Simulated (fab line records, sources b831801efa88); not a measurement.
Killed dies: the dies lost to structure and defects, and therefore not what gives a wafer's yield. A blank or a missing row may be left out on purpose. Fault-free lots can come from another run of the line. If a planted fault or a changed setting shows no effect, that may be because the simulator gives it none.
Problem report in the 8D (eight disciplines) form, filled by code	flow sky130	the parts of the form that need people (team, actions taken, sign-off) are left out

## 1. WHAT WENT WRONG
Mean of stripTimeToEndpointS at SKY_LOCAL_INTERCONNECT_STRIP_15: 4.796 s across 2 wafers in 2 lots; on wafers with no fault it is 4.714 s (standard deviation 0.017). That puts it +4.8 standard deviations away from the usual mean.
The step: strips in O2/N2.
The first sign was on wafer L580.5 at day 34 02:13, on plasmaAsher-03. The record has a number at this step for 33 wafers belonging to 11 lots. The rule behind "out" and "out of limits": a value lying over 4 standard deviations away from the usual mean. The other wafers with a number count as sound.

## 2. WHAT IT IS; WHAT IT IS NOT
question	is	is not
which readings at this step	stripTimeToEndpointS	chamberPressureMTorr, drypumpMotorCurrentA, n2FlowSccm, oesProductAu
which lots	L580, L583	L572, L574, L576, L577, L578, L590, L592, L593, L594
which wafers of those lots	L580.5, L583.5	L580.1, L580.2, L583.1, L583.2
read on which tools	plasmaAsher-02, plasmaAsher-03	plasmaAsher-04
when	from day 34 02:13	up to then (17 sound wafers); but 14 sound wafers of L583, L590, L592, L593, L594 came after

## 3. WHAT RULES OUT EACH SUSPECT
Counting: any tool at a process step up to the reading remains a suspect provided it ran every lot that is out. Sound lots after the first of them don't rule it out here, since some wafers of a struck lot are sound.
- rieMetal-02 at SKY_LOCAL_INTERCONNECT_ETCH_13 (etches BARC in N2/H2, stops on SiO2, time 45.9 s, target depth 60 nm): kept. It ran every lot that is out, first L580 (day 34 02:05); its last sound lot up to then is L578 (day 33 14:25).
Left after counting: rieMetal-02 at SKY_LOCAL_INTERCONNECT_ETCH_13.

## 4. THE CAUSE (what the simulator had put in)
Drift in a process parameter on rieMetal-02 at SKY_LOCAL_INTERCONNECT_ETCH_13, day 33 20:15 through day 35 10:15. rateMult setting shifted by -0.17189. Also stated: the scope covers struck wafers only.
Counting left only this tool.

## 5. SEQUENCE OF EFFECTS, ordered by route
Each row: a reading where the mean over the struck wafers with a number is more than 3 standard deviations away from the usual. Readings are gone through only where the record gives a usual standard deviation; hours: the median, over the lots, of the time from a lot's start at the first step in this table giving one to that lot's start at this step; sigmas: the change measured in usual standard deviations.
hours	step	reading	usual	on struck wafers	change	sigmas
0	SKY_LOCAL_INTERCONNECT_STRIP_15	stripTimeToEndpointS	4.714 s	4.796	+0.082	+4.8
Its process steps:
- SKY_LOCAL_INTERCONNECT_STRIP_15: strips in O2/N2.
At these later measuring or inspecting steps, every struck wafer for which the step has a row has a number for every such reading, and none has moved that far: SKY_CONTACT_BOW_MEAS_05.

## 6. WHAT WOULD HAVE CAUGHT IT SOONER
The fault began at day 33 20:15; the first out-of-limits reading in this record came at day 34 02:13, 6 hours later.
Tool readings at SKY_LOCAL_INTERCONNECT_ETCH_13 with a usual standard deviation given in the record: none out on any struck wafer, hence no alarm at a limit of 4 standard deviations on them.
Lots out: 2; of these, L583 started SKY_LOCAL_INTERCONNECT_ETCH_13 on rieMetal-02 after day 34 02:13. Had the tool been put on hold then, it would have been spared.
